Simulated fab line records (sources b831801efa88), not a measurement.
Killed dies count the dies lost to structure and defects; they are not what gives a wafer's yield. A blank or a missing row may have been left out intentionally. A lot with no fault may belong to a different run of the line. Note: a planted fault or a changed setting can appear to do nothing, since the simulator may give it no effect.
8D (eight disciplines) problem report, filled in by code || flow gf180mcu || the parts of the form that need people (team, actions taken, sign-off) are left out

== 1. THE ISSUE ==
chamber_pressure_pa at GF_V2_SPUTTER_22 reads a mean of 4.125 Pa on 6 wafers of 2 lots; wafers without a fault read 5.000 Pa with a standard deviation of 0.01. That is -88 standard deviations from the usual mean.
The step: material TiN, target thk 10 nm, time 40 s.
First seen on wafer L540.1, day 24 07:28, on pvd_sputter-01. The record has a number at this step for 42 wafers belonging to 14 lots. Rule for "out", or "out of limits": more than 4 standard deviations from the usual mean. All remaining wafers that have a number are taken as sound.

== 2. WHAT THIS IS AND IS NOT ==
{"question": "which readings at this step", "is": "chamber_pressure_pa", "is not": "-"}
{"question": "which lots", "is": "L540, L541", "is not": "L531, L532, L534, L536, L537, L538, L539, L548, L549, L550, L551, L552"}
{"question": "which wafers of those lots", "is": "all that have a number", "is not": "-"}
{"question": "read on which tools", "is": "pvd_sputter-01", "is not": "pvd_sputter-02"}
{"question": "when", "is": "from day 24 07:28", "is not": "up to then (21 sound wafers); but 15 sound wafers of L548, L549, L550, L551, L552 came after"}

== 3. SUSPECTS, AND WHAT RULES EACH OUT ==
Counting: a tool at any process step up to the reading remains a suspect when it ran all the lots that are out and ran no sound lot after the first of those.
- pvd_sputter-01 at GF_V2_SPUTTER_22 (material TiN, target thk 10 nm, time 40 s): ruled out as a lasting fault. The sound lots L549, L551 went through it after L540, its earliest lot that is out (day 24 07:28).
Left after counting: nothing in the record.

== 4. THE CAUSE (what the simulator had put in) ==
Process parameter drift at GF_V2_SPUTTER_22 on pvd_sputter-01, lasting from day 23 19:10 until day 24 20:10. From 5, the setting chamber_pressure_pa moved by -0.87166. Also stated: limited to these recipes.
Counting ruled it out, wrongly.

== 5. THE CHAIN OF EFFECTS, in route order ==
Each row: a reading where the mean over the struck wafers with a number is more than 3 standard deviations away from the usual. Scope: only readings with a usual standard deviation given in the record; hours: median across lots of the time from each lot's start at the first step in this table that gives one to its start at this step; sigmas: change in usual standard deviations.
{"hours": 0, "step": "GF_V2_SPUTTER_22", "reading": "chamber_pressure_pa", "usual": "5.000 Pa", "on struck wafers": 4.125, "change": -0.875, "sigmas": -88}
{"hours": 0, "step": "GF_V2_SPUTTER_22", "reading": "throttle_valve_pct", "usual": "30.5 %", "on struck wafers": 34.1, "change": "+3.6", "sigmas": "+3.3"}
It contains these process steps:
- GF_V2_SPUTTER_22: material TiN, target thk 10 nm, time 40 s.

== 6. HOW IT WOULD HAVE BEEN CAUGHT EARLIER ==
First out-of-limits reading in this record: day 24 07:28, which is 12 hours after fault onset at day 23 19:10.
